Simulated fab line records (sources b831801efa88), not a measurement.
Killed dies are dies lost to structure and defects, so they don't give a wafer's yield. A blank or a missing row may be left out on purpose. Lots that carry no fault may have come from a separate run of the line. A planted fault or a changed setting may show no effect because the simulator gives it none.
Which tool was responsible?	flow sky130	36 wafers from 12 lots sampled at 3 of the route's 708 steps

== WHAT THE GAUGES READ, wafer by wafer ==
SKY_VIA2_THK_MEAS_23: measures by xrf.
lot	measured	on	VIA2_W_THK (nm)
L075	day 36 16:28	filmMetro-02	393 393 387
L077	day 37 03:18	filmMetro-04	412 402 412
L079	day 37 23:26	filmMetro-04	398 392 398
L081	day 38 18:47	filmMetro-04	402 402 397
L083	day 39 06:58	filmMetro-04	398 398 401
L085	day 39 18:49	filmMetro-02	391 394 392
L087	day 40 06:12	filmMetro-01	402 400 401
L089	day 40 21:19	filmMetro-04	403 399 400
L091	day 41 10:25	filmMetro-02	394 391 390
L093	day 42 06:14	filmMetro-02	389 397 398
L095	day 42 12:23	filmMetro-04	402 399 403
L097	day 44 06:56	filmMetro-01	410 400 406

== WHICH TOOL RAN EACH LOT (tool, then ch and the chambers of the sampled wafers, then the start) ==
lot	SKY_VIA1_ETCH_14	SKY_METAL2_SPUTTER_01
L075	rieDiel-02 ch 0,2, day 34 07:46	pvdSputter-01, day 34 09:08
L077	rieDiel-01 ch 0,1,2, day 34 18:43	pvdSputter-04, day 34 20:03
L079	rieDiel-01 ch 0,2,3, day 35 15:44	pvdSputter-04, day 35 17:05
L081	rieDiel-01 ch 1,2, day 36 11:56	pvdSputter-04, day 36 13:19
L083	rieDiel-01 ch 1,2,3, day 37 00:20	pvdSputter-01, day 37 01:40
L085	rieDiel-01 ch 0,1,2, day 37 12:20	pvdSputter-02, day 37 13:43
L087	rieDiel-02 ch 0,1,2, day 37 23:43	pvdSputter-02, day 38 01:05
L089	rieDiel-04 ch 0,1,2, day 38 16:02	pvdSputter-04, day 38 18:05
L091	rieDiel-02 ch 0,1,3, day 39 07:29	pvdSputter-02, day 39 08:50
L093	rieDiel-04 ch 0,1,2, day 39 17:26	pvdSputter-04, day 39 18:49
L095	rieDiel-01 ch 0,3, day 40 03:31	pvdSputter-01, day 40 04:53
L097	rieDiel-04 ch 2,3, day 42 04:50	pvdSputter-04, day 42 06:10
- SKY_VIA1_ETCH_14: etches BARC in N2/H2, stops on SiO2, time 45.9 s, target depth 60 nm.
- SKY_METAL2_SPUTTER_01: material TiN, target thk 20 nm, time 16.7 s.

== THE ANSWER, worked out from the rows above alone ==
Rule: the usual values come from the lots themselves. The widest of any qualifying gaps counts: lots, ordered by their means at a reading, are off when they make up no more than a third of the lots, leave a main group of 4 or more, and stand apart from it by 3 or more times the standard deviation of that group's means. If all means in a main group match to the digits the tables above print for the reading, that group is not used. Also off: a lot with no number at a reading for which 4 or more lots have one. Any other lot the step has rows for is counted as sound.
No lot is off on any of the readings shown, so nothing can be concluded from this.

== WHAT THE SIMULATOR PUT IN ==
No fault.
